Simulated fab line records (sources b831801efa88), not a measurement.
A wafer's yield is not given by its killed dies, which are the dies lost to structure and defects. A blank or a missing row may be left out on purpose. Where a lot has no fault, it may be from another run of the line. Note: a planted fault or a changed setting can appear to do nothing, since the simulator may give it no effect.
Which tool was responsible? + flow sky130 + 6 lots with 18 wafers sampled at 3 steps, on a route of 708 steps

## WHAT THE GAUGES SHOWED, per wafer
SKY_VT_ADJUST_HVTR_OVL_MEAS_08.
| lot  | measured     | on         | VT_ADJUST_HVTR_OVL (nm)             |
|------|--------------|------------|-------------------------------------|
| L335 | day 9 20:20  | overlay-01 | 2.1 0.5 2.3                         |
| L339 | day 11 00:58 | overlay-01 | 1.9 0.7 -1.2                        |
| L341 | day 11 14:16 | overlay-01 | 1.2 0.8 1.3                         |
| L343 | day 12 01:25 | overlay-02 | 112.3 112.9 111.0 110.7 110.4 109.4 |
| L349 | day 13 22:22 | overlay-02 | 112.7 114.0 112.2 110.4 111.1 109.6 |
| L352 | day 14 21:37 | overlay-02 | 1.8 0.1 1.3                         |

## TOOL THAT RAN EACH LOT (tool first, then ch and the chambers of the sampled wafers, then the start)
| lot  | SKY_VT_ADJUST_HVTP_STRIP_10          | SKY_VT_ADJUST_HVTR_EXPOSE_04        |
|------|--------------------------------------|-------------------------------------|
| L335 | plasma_asher-02 ch 0,1, day 6 08:59  | iline_stepper-02 ch 0, day 9 08:59  |
| L339 | plasma_asher-04 ch 0,1, day 7 10:29  | iline_stepper-01 ch 0, day 10 13:25 |
| L341 | plasma_asher-03 ch 1, day 7 23:00    | iline_stepper-02 ch 0, day 11 02:50 |
| L343 | plasma_asher-03 ch 0,1, day 8 07:32  | iline_stepper-01 ch 0, day 11 13:43 |
| L349 | plasma_asher-02 ch 0,1, day 10 02:20 | iline_stepper-01 ch 0, day 13 10:41 |
| L352 | plasma_asher-02 ch 0,1, day 10 21:35 | iline_stepper-02 ch 0, day 14 08:23 |
- SKY_VT_ADJUST_HVTP_STRIP_10: strips in O2/N2.
- SKY_VT_ADJUST_HVTR_EXPOSE_04: exposes mask HVTRM, target cd 380 nm.

## THE ANSWER, worked out from the rows above alone
Rule: the usual values come from the lots themselves. Put in order of their means at a reading, lots are off if they are a third of the lots or fewer, leave a main group of 4 or more, and stand apart from it by a gap of 3 or more times the standard deviation of the main group's means; of several such gaps the widest counts. A main group whose means are all the same, to the digits that the tables above print for the reading, isn't used. Also off: a lot with no number at a reading for which 4 or more lots have one. Any other lot the step has rows for is counted as sound.
Off: L343, L349, at SKY_VT_ADJUST_HVTR_OVL_MEAS_08 (VT_ADJUST_HVTR_OVL). For the main group the mean is 1.1 nm and the standard deviation 0.41.
If a tool, at a process step before that reading, ran all the lots that are off and no sound lot after the first of them, it fits. Those tools and the gauges at SKY_VT_ADJUST_HVTR_OVL_MEAS_08 are tried in the same way. One candidate fits, namely iline_stepper-01 at SKY_VT_ADJUST_HVTR_EXPOSE_04. A fault onset in the window from L339 (day 10 13:25, its last sound lot) to L343 (day 11 13:43, its first lot off) fits.

## WHAT THE SIMULATOR HAD INSERTED
Scanner matching overlay: iline_stepper-01, from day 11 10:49 on, at SKY_VT_ADJUST_HVTR_EXPOSE_04. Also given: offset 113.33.
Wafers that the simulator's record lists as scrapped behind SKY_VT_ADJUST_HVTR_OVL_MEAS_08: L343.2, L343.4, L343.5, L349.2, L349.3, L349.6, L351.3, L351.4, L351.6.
Lots struck among those shown: L343, L349. The same result came from the rule above.
